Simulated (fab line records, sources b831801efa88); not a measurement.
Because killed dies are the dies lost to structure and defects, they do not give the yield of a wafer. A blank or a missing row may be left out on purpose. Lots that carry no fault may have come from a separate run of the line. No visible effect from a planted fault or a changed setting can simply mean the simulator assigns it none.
fab line records	flow gf180mcu
record: lots: 14	wafers: 42	last-day: 34
route steps=602 shown DNWELL@40 NWELL@52 MVPSD@85 VT_IMPLANT@108
lots that met no fault: taken from a fault-free run of the same line
start-h: the number of hours between the record's first day and the start of the first shown wafer of the lot	wait-h: hours from the lot's prior step to this one	" unchanged from the row above	L1.1+2: one row covering several wafers at once	- no value, or no start was given	* or withheld: withheld	< > ~ a bound
route shown NAME@n: names a module that has steps shown in the file, with the first one's number in the route	usual: mean/standard deviation of fault-free wafers	same: alike in all rows	chamber/n: place in a boat	sites: each site's reading	_std_site: the values' standard deviation	_edge_site: inner sites' mean taken away from outer sites' mean	radius-mm: how far each site lies from the wafer's centre	mask NAME#n: copy n	behind: the tool/chamber that last shaped the wafer	hold: cause of the lot's hold/its duration in hours/its outcome	device: names the non-switching transistor (n, p or np)	end of line: the tests these same wafers got at the end of their route	a step given without rows: its recipe and nothing more	killed: at the first sort, the dies lost to defects and structure; wafer yield is something else	map: dies across one wafer; x = killed, . = not, _ = none there
set.NAME: the setting as run; set.NAME@STEP: as run at that earlier step	model.NAME: the simulator's own value behind a step, which no gauge read
route steps across a sampled set of lots; one table per step, one row per wafer
services: from which hour (start-h, from the record's first day; less than 0 if before it) a tool's chamber was out of use, for how many hours, and why
== steps ==
step: GF_DNWELL_STRIP_08
recipe: chemistry: O2/N2	power-w: 1400	pressure-mtorr: 1500	platen-temp-c: 250	o2-flow-sccm: 3000	n2-flow-sccm: 300	overash-fraction: 0.5
usual: chamber-pressure-mTorr: 1500/3.1	drypump-motor-current-A: 5.6/0.49	heater-power-w: 337/25	n2-flow-sccm: 300.0/0.86	o2-flow-sccm: 2999/8.5	oes-product-au: 0.722/0.0048	strip-time-to-endpoint-s: 37.03/0.13
lot.wafer	tool	chamber	start-h	wait-h	chamber-pressure-mTorr	drypump-motor-current-A	heater-power-w	n2-flow-sccm	o2-flow-sccm	oes-product-au	rf-hours-counter-h	strip-time-to-endpoint-s
L720.2	plasma-asher-03	0	44.40	0.1	1500	5.5	321	298.8	2997	0.734	38	37.23
L720.5	"	0	"	"	1499	5.5	313	299.1	2993	0.720	-	37.08
L720.6	"	1	"	"	1501	5.1	327	298.9	2990	0.727	-	37.06
L721.1	plasma-asher-03	1	49.40	0.1	1497	5.1	326	299.3	3008	0.722	39	36.97
L721.2	"	0	"	"	1500	5.5	314	298.8	3018	0.723	39	36.89
L721.4	"	1	"	"	1499	5.1	327	301.0	3020	0.722	-	37.06
L722.2	plasma-asher-02	0	55.67	0.1	1499	5.6	337	299.5	3001	0.717	41	37.14
L722.3	"	1	"	"	1502	5.5	316	301.0	2998	0.724	-	37.27
L722.4	"	0	"	"	1499	5.6	343	300.2	3010	0.723	-	37.11
L725.1	plasma-asher-03	0	70.90	0.1	1503	5.5	325	299.6	3004	0.723	41	36.90
L725.4	"	0	"	"	1501	5.5	318	299.0	3005	0.714	-	36.87
L725.5	"	0	"	"	1500	5.5	312	300.1	3010	0.733	-	36.89
L726.2	plasma-asher-01	0	74.67	0.1	1498	6.7	345	299.9	3007	0.722	42	36.91
L726.3	"	0	"	"	1502	6.7	347	300.6	2990	0.713	-	36.95
L726.4	"	1	"	"	1500	5.6	381	299.2	2996	0.712	-	36.89
L727.3	plasma-asher-01	1	79.83	0.1	1501	5.6	394	299.6	2998	0.720	-	37.13
L727.4	"	0	"	"	1501	6.8	343	299.0	2983	0.730	-	37.05
L727.6	"	1	"	"	1502	5.6	397	300.1	3001	0.718	-	37.02
L732.2	plasma-asher-02	0	106.32	0.1	1501	5.6	332	301.1	2993	0.712	46	37.00
L732.4	"	1	"	"	1501	5.5	316	299.4	2999	0.724	-	36.99
L732.6	"	0	"	"	1501	5.6	338	300.3	2995	0.717	-	37.01
L733.1	plasma-asher-02	1	111.07	0.1	1500	5.4	327	299.1	3000	0.714	47	36.97
L733.4	"	1	"	"	1500	5.4	315	299.6	3001	0.718	-	36.94
L733.6	"	1	"	"	1501	5.4	323	301.0	3004	0.724	-	37.01
L734.1	plasma-asher-01	1	116.32	0.1	1496	5.6	390	301.0	2998	0.721	47	37.13
L734.3	"	1	"	"	1498	5.6	388	300.8	3001	0.721	-	37.15
L734.6	"	1	"	"	1499	5.6	388	301.4	2999	0.727	-	37.04
L735.2	plasma-asher-03	0	121.70	0.1	1499	5.5	325	300.5	3000	0.712	0	37.05
L735.4	"	0	"	"	1500	5.5	309	299.8	2997	0.721	-	36.92
L735.5	"	0	"	"	1502	5.5	305	301.4	3008	0.726	-	37.02
L736.2	plasma-asher-01	0	129.65	0.1	1498	6.7	348	299.1	2988	0.719	48	37.06
L736.3	"	0	"	"	1499	6.7	342	299.7	2987	0.729	-	37.00
L736.6	"	0	"	"	1499	6.8	349	299.8	2981	0.724	-	37.10
L738.1	plasma-asher-01	1	149.69	0.1	-	-	-	-	-	-	-	-
L738.4	"	1	"	"	-	-	-	-	-	-	-	-
L738.6	"	0	"	"	-	-	-	-	-	-	-	-
L740.1	plasma-asher-02	1	152.29	0.1	-	-	-	-	-	-	-	-
L740.2	"	0	"	"	-	-	-	-	-	-	-	-
L740.5	"	1	"	"	-	-	-	-	-	-	-	-
L743.2	plasma-asher-03	0	165.99	0.1	1502	5.6	303	299.7	3017	0.718	5	36.87
L743.3	"	0	"	"	1500	5.5	305	299.4	2995	0.721	-	36.93
L743.6	"	0	"	"	1501	5.5	315	301.2	2996	0.716	-	36.92
step: GF_NWELL_STRIP_10
recipe: chemistry: O2/N2	power-w: 1400	pressure-mtorr: 1500	platen-temp-c: 250	o2-flow-sccm: 3000	n2-flow-sccm: 300	overash-fraction: 0.5
usual: chamber-pressure-mTorr: 1500.1/1.4	drypump-motor-current-A: 5.9/0.44	heater-power-w: 354/38	n2-flow-sccm: 300.1/0.91	o2-flow-sccm: 2999/9.3	oes-product-au: 0.722/0.0042	strip-time-to-endpoint-s: 37.04/0.094
lot.wafer	tool	chamber	start-h	wait-h	chamber-pressure-mTorr	drypump-motor-current-A	heater-power-w	n2-flow-sccm	o2-flow-sccm	oes-product-au	rf-hours-counter-h	strip-time-to-endpoint-s
L720.2	plasma-asher-01	0	57.59	0.1	1500.8	6.7	339	301.5	3002	0.729	40	37.06
L720.5	"	0	"	"	1499.8	6.7	338	299.7	2987	0.724	-	36.91
L720.6	"	1	"	"	1501.3	5.6	390	300.4	2995	0.728	-	37.15
L721.1	plasma-asher-04	0	63.09	0.1	1500.8	6.1	311	300.9	2989	0.717	26	37.00
L721.2	"	1	"	"	1498.7	5.6	407	300.6	3004	0.714	26	37.05
L721.4	"	1	"	"	1500.8	5.6	407	299.6	2994	0.725	-	37.20
L722.2	plasma-asher-02	0	69.34	0.1	1500.4	5.6	332	302.4	2998	0.722	42	37.16
L722.3	"	1	"	"	1500.2	5.4	320	301.2	2999	0.722	-	37.16
L722.4	"	0	"	"	1498.3	5.6	346	301.7	2991	0.717	-	37.08
L725.1	plasma-asher-02	0	84.30	0.1	1501.2	5.6	336	300.4	2989	0.727	44	36.95
L725.4	"	0	"	"	1501.6	5.6	336	300.8	2994	0.719	-	36.92
L725.5	"	0	"	"	1501.2	5.6	335	300.0	2994	0.721	-	36.98
L726.2	plasma-asher-01	0	88.83	0.1	1501.5	6.7	343	299.8	2991	0.724	43	37.00
L726.3	"	0	"	"	1501.8	6.7	343	299.4	2990	0.720	-	37.03
L726.4	"	1	"	"	1499.5	5.6	384	302.0	3000	0.727	-	37.06
L727.3	plasma-asher-04	0	94.19	0.1	1500.4	6.2	310	300.7	3001	0.725	-	37.23
L727.4	"	1	"	"	1500.4	5.6	400	300.4	2994	0.727	-	37.25
L727.6	"	1	"	"	1498.1	5.6	400	299.9	2999	0.722	-	37.17
L732.2	plasma-asher-04	1	120.79	0.1	1497.9	5.6	407	300.9	3005	0.719	31	37.00
L732.4	"	1	"	"	1498.6	5.6	399	300.7	2997	0.720	-	36.87
L732.6	"	0	"	"	1502.8	6.1	306	300.4	3015	0.724	-	36.96
L733.1	plasma-asher-04	1	125.60	0.1	1500.2	5.6	391	300.4	2997	0.722	31	36.98
L733.4	"	1	"	"	1498.2	5.7	408	301.4	2995	0.718	-	36.99
L733.6	"	1	"	"	1498.1	5.6	408	300.3	2996	0.731	-	37.00
L734.1	plasma-asher-01	0	130.54	0.1	1499.2	6.7	339	300.1	3009	0.721	48	37.00
L734.3	"	0	"	"	1502.2	6.7	344	300.4	3004	0.722	-	37.01
L734.6	"	0	"	"	1501.7	6.7	336	300.7	2996	0.724	-	37.07
L735.2	plasma-asher-04	1	135.63	0.1	1498.7	5.6	416	301.3	3008	0.719	32	37.03
L735.4	"	1	"	"	1498.7	5.6	397	302.6	2985	0.720	-	37.04
L735.5	"	1	"	"	1499.5	5.6	402	301.2	2994	0.727	-	37.07
L736.2	plasma-asher-01	0	145.05	0.1	1499.1	6.7	342	299.0	3003	0.724	50	37.09
L736.3	"	0	"	"	1501.3	6.7	335	298.6	3005	0.722	-	37.04
L736.6	"	0	"	"	1500.8	6.8	349	299.1	3016	0.721	-	37.10
L738.1	plasma-asher-02	1	165.83	0.1	1497.2	5.5	320	300.6	3002	0.742	53	81.58
L738.4	"	0	"	"	1500.0	5.6	333	299.9	3002	0.738	-	81.40
L738.6	"	1	"	"	1501.6	5.4	317	299.7	3009	0.740	-	81.63
L740.1	plasma-asher-04	0	168.10	0.1	1501.4	6.1	308	300.2	2996	0.735	35	81.30
L740.2	"	1	"	"	1501.6	5.6	417	300.4	3000	0.742	35	81.27
L740.5	"	1	"	"	1500.0	5.6	396	301.6	2992	0.741	-	81.21
L743.2	plasma-asher-04	0	183.08	0.1	1497.4	6.1	309	301.3	2997	0.728	37	36.96
L743.3	"	0	"	"	1501.3	6.1	312	300.5	2993	0.721	-	37.06
L743.6	"	0	"	"	1500.5	6.1	307	299.9	2998	0.731	-	36.91
step: GF_NWELL_TW_MEAS_11
usual: NWELL_TW: 1594/29
lot.wafer	tool	chamber	start-h	wait-h	NWELL_TW
L720.2	film-metro-01	-	57.70	0.1	1559
L720.5	"	-	"	"	1567
L720.6	"	-	"	"	1570
L721.1	film-metro-04	-	63.19	0.1	1564
L721.2	"	-	"	"	1551
L721.4	"	-	"	"	1561
L722.2	film-metro-02	-	69.45	0.1	1624
L722.3	"	-	"	"	1627
L722.4	"	-	"	"	1628
L725.1	film-metro-04	-	84.40	0.1	1557
L725.4	"	-	"	"	1560
L725.5	"	-	"	"	1552
L726.2	film-metro-02	-	88.94	0.1	1624
L726.3	"	-	"	"	1618
L726.4	"	-	"	"	1620
L727.3	film-metro-02	-	94.27	0.1	1605
L727.4	"	-	"	"	1616
L727.6	"	-	"	"	1609
L732.2	film-metro-02	-	120.90	0.1	1612
L732.4	"	-	"	"	1613
L732.6	"	-	"	"	1600
L733.1	film-metro-01	-	125.70	0.1	1565
L733.4	"	-	"	"	1572
L733.6	"	-	"	"	1576
L734.1	film-metro-02	-	130.64	0.1	1624
L734.3	"	-	"	"	1620
L734.6	"	-	"	"	1614
L735.2	film-metro-01	-	135.74	0.1	1569
L735.4	"	-	"	"	1563
L735.5	"	-	"	"	1568
L736.2	film-metro-02	-	145.16	0.1	1602
L736.3	"	-	"	"	1610
L736.6	"	-	"	"	1607
L738.1	film-metro-02	-	165.93	0.1	31
L738.4	"	-	"	"	31
L738.6	"	-	"	"	31
L740.1	film-metro-02	-	168.20	0.1	31
L740.2	"	-	"	"	31
L740.5	"	-	"	"	31
L743.2	film-metro-01	-	183.19	0.1	1556
L743.3	"	-	"	"	1564
L743.6	"	-	"	"	1545
step: GF_MVPSD_OVL_MEAS_07
usual: MVPSD_OVL: -0.3/1.3
lot.wafer	tool	chamber	start-h	wait-h	MVPSD_OVL[nm]
L720.2	overlay-02	-	98.92	-	2.3
L720.5	"	-	"	"	1.6
L720.6	"	-	"	"	2.5
L721.1	overlay-01	-	104.52	-	-0.3
L721.2	"	-	"	"	-0.1
L721.4	"	-	"	"	-1.3
L722.2	overlay-01	-	111.62	-	-1.4
L722.3	"	-	"	"	-0.2
L722.4	"	-	"	"	-1.2
L725.1	overlay-01	-	126.65	-	2.3
L725.4	"	-	"	"	2.0
L725.5	"	-	"	"	1.9
L726.2	overlay-02	-	131.51	-	-2.9
L726.3	"	-	"	"	-1.0
L726.4	"	-	"	"	-1.2
L727.3	overlay-02	-	136.63	-	-1.5
L727.4	"	-	"	"	-1.0
L727.6	"	-	"	"	-2.1
L732.2	overlay-01	-	165.31	-	1.8
L732.4	"	-	"	"	1.3
L732.6	"	-	"	"	-1.2
L733.1	overlay-02	-	170.72	-	-1.3
L733.4	"	-	"	"	-1.6
L733.6	"	-	"	"	0.6
L734.1	overlay-02	-	178.50	-	-1.9
L734.3	"	-	"	"	-1.0
L734.6	"	-	"	"	-2.1
L735.2	overlay-01	-	184.41	-	0.6
L735.4	"	-	"	"	1.0
L735.5	"	-	"	"	1.1
L736.2	overlay-01	-	194.56	-	-0.6
L736.3	"	-	"	"	-1.1
L736.6	"	-	"	"	0.0
L738.1	overlay-02	-	218.57	-	1.3
L738.4	"	-	"	"	1.4
L738.6	"	-	"	"	-0.7
L740.1	overlay-02	-	221.37	-	-1.1
L740.2	"	-	"	"	-0.3
L740.5	"	-	"	"	-0.7
L743.2	overlay-01	-	236.20	-	0.8
L743.3	"	-	"	"	-0.6
L743.6	"	-	"	"	-1.2
step: GF_VT_IMPLANT_OVL_MEAS_18
usual: VT_IMPLANT_01_OVL: -0.5/1.4
lot.wafer	tool	chamber	start-h	wait-h	VT_IMPLANT_01_OVL[nm]
L720.2	overlay-02	-	127.36	0.1	-0.2
L720.5	"	-	"	"	1.1
L720.6	"	-	"	"	0.0
L721.1	overlay-01	-	132.90	0.1	-0.3
L721.2	"	-	"	"	-0.5
L721.4	"	-	"	"	0.6
L722.2	overlay-01	-	139.66	0.1	-2.5
L722.3	"	-	"	"	0.4
L722.4	"	-	"	"	-2.5
L725.1	overlay-01	-	155.50	0.1	0.5
L725.4	"	-	"	"	-1.2
L725.5	"	-	"	"	1.0
L726.2	overlay-01	-	161.85	0.1	-3.6
L726.3	"	-	"	"	-0.8
L726.4	"	-	"	"	-2.6
L727.3	overlay-01	-	168.61	0.1	-3.6
L727.4	"	-	"	"	-4.3
L727.6	"	-	"	"	-1.9
L732.2	overlay-01	-	198.57	0.1	-0.1
L732.4	"	-	"	"	0.5
L732.6	"	-	"	"	-0.4
L733.1	overlay-02	-	204.76	0.1	-0.4
L733.4	"	-	"	"	0.0
L733.6	"	-	"	"	-1.6
L734.1	overlay-01	-	214.45	0.1	-2.0
L734.3	"	-	"	"	1.0
L734.6	"	-	"	"	-1.5
L735.2	overlay-01	-	219.55	0.1	-1.5
L735.4	"	-	"	"	-0.3
L735.5	"	-	"	"	-0.4
L736.2	overlay-02	-	230.70	0.1	-0.2
L736.3	"	-	"	"	0.3
L736.6	"	-	"	"	-0.3
L738.1	overlay-01	-	255.36	0.1	-0.4
L738.4	"	-	"	"	1.2
L738.6	"	-	"	"	0.4
L740.1	overlay-02	-	258.35	0.1	0.9
L740.2	"	-	"	"	-0.5
L740.5	"	-	"	"	1.5
L743.2	overlay-02	-	274.85	0.1	1.2
L743.3	"	-	"	"	0.6
L743.6	"	-	"	"	1.8
step: GF_VT_IMPLANT_TW_MEAS_32
usual: VT_IMPLANT_3_TW: 271/3.8
lot.wafer	tool	chamber	start-h	wait-h	VT_IMPLANT_3_TW
L720.2	film-metro-02	-	142.35	0.1	275
L720.5	"	-	"	"	276
L720.6	"	-	"	"	277
L721.1	film-metro-02	-	147.93	0.1	275
L721.2	"	-	"	"	276
L721.4	"	-	"	"	275
L722.2	film-metro-03	-	154.99	0.1	265
L722.3	"	-	"	"	264
L722.4	"	-	"	"	265
L725.1	film-metro-04	-	171.65	0.1	271
L725.4	"	-	"	"	273
L725.5	"	-	"	"	271
L726.2	film-metro-02	-	178.59	0.1	277
L726.3	"	-	"	"	278
L726.4	"	-	"	"	277
L727.3	film-metro-02	-	185.82	0.1	277
L727.4	"	-	"	"	277
L727.6	"	-	"	"	277
L732.2	film-metro-03	-	216.49	0.1	268
L732.4	"	-	"	"	266
L732.6	"	-	"	"	267
L733.1	film-metro-02	-	223.18	0.1	275
L733.4	"	-	"	"	276
L733.6	"	-	"	"	275
L734.1	film-metro-03	-	233.15	0.1	268
L734.3	"	-	"	"	267
L734.6	"	-	"	"	268
L735.2	film-metro-04	-	237.59	0.1	269
L735.4	"	-	"	"	269
L735.5	"	-	"	"	270
L736.2	film-metro-04	-	249.14	0.1	269
L736.3	"	-	"	"	272
L736.6	"	-	"	"	273
L738.1	film-metro-03	-	275.43	0.1	266
L738.4	"	-	"	"	268
L738.6	"	-	"	"	267
L740.1	film-metro-02	-	278.33	0.1	276
L740.2	"	-	"	"	277
L740.5	"	-	"	"	275
L743.2	film-metro-04	-	294.89	0.1	269
L743.3	"	-	"	"	269
L743.6	"	-	"	"	271
== services ==
tool	chamber	start-h	hours	kind
plasma-asher-04	-	47.57	1.1	repair
plasma-asher-03	-	54.02	2.2	repair
plasma-asher-04	-	79.20	14.6	pm
plasma-asher-03	-	93.62	1.6	repair
plasma-asher-04	-	99.52	0.5	repair
plasma-asher-04	-	106.92	1.2	repair
plasma-asher-03	-	108.75	9.0	pm
plasma-asher-03	0	108.75	9.0	vent-cycle
plasma-asher-03	1	108.75	9.0	vent-cycle
plasma-asher-03	0	117.75	-	clean
plasma-asher-03	1	117.75	-	clean
== key ==
first-sign: step: GF_DNWELL_STRIP_08	reading: tool-record	direction: missing
effect: step: GF_NWELL_STRIP_10	reading: strip-time-to-endpoint-s	direction: up	sigmas: 99+	usual: *	struck: *
effect: step: GF_NWELL_TW_MEAS_11	reading: NWELL_TW	direction: down	sigmas: 54	usual: 1594	struck: 31
met-at GF_DNWELL_STRIP_08
struck-lots L738,L740
sort-left-out L738.1,L738.4,L738.6,L740.1,L740.2,L740.5
tester-left-out L738,L740
not-acting-at GF_MVPSD_OVL_MEAS_07,GF_VT_IMPLANT_OVL_MEAS_18,GF_VT_IMPLANT_TW_MEAS_32
onset-between 129.65 149.69
fault: kind: skipped-step-whole	tool: plasma-asher-01,plasma-asher-02	chamber: -	onset-h: 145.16	steps: GF_DNWELL_STRIP_08	scope: struck-lots-only
tester-left-out: of these lots the tester's yield and bins aren't shown, on N5 and GAA mostly nor the transistor test; their killed dies are dies lost to structure and defects alone, not to doping, threshold or leakage, so they don't give the yield
sort-left-out: the simulated sort isn't trusted on such a fault, so these wafers' sort isn't shown, and their yield isn't known
